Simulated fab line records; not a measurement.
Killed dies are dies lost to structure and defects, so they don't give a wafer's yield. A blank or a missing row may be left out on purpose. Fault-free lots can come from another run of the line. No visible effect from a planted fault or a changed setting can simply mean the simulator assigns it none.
Chamber matching + flow sky130 + SKY_VIA4_CMP_21 on cmp-02 has 4 sister chambers
The step polishes, stops on SiO2, t overpolish 25 s, target thk 0 nm. 8 wafers are shown with their chamber, then 6 later ones without.

WAFERS PAIRED WITH THEIR CHAMBERS
| wafer  | chamber | motorCurrentA (A) | timeToEndpointS (s) |
|--------|---------|-------------------|---------------------|
| L255.5 | 3       | 13.5              | 132                 |
| L256.3 | 3       | 13.3              | 128                 |
| L256.4 | 2       | 9.2               | 118                 |
| L257.1 | 2       | 9.4               | 115                 |
| L257.2 | 0       | 11.2              | 121                 |
| L257.6 | 1       | 10.8              | 126                 |
| L259.4 | 0       | 11.5              | 120                 |
| L259.6 | 1       | 12.0              | 126                 |

WAFERS WITH NO CHAMBER GIVEN
| wafer  | motorCurrentA (A) | timeToEndpointS (s) |
|--------|-------------------|---------------------|
| L267.1 | 9.5               | 109                 |
| L267.2 | 11.9              | 115                 |
| L267.5 | 10.8              | 116                 |
| L268.1 | 11.1              | 120                 |
| L268.4 | 13.7              | 127                 |
| L268.6 | 11.3              | 125                 |

THE CHAMBER EACH PASSED THROUGH
| wafer  | from the rows above     | in truth |
|--------|-------------------------|----------|
| L267.1 | 2                       | 2        |
| L267.2 | 0                       | 0        |
| L267.5 | can't be placed: 0 or 2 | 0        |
| L268.1 | 0                       | 0        |
| L268.4 | 3                       | 3        |
| L268.6 | can't be placed: 1 or 0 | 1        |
Correct placement for 4 of the 6. Can't be placed from these rows: 2 (the true chamber is among the candidates in 2). 0 placed wrongly.
How it was worked out, from the rows above alone: a wafer's distance from a chamber is the root of the sum, over the readings, of the square of ((its reading less the chamber's mean) divided by the reading's scatter). The wafer belongs to the nearest chamber; if the next one is less than 2 further off, it can't be placed. Each chamber's mean is taken over the wafers shown for it. The scatter is the square root of a quotient: the sum, over the shown wafers, of each reading's squared deviation from its chamber's mean, divided by wafers minus chambers.
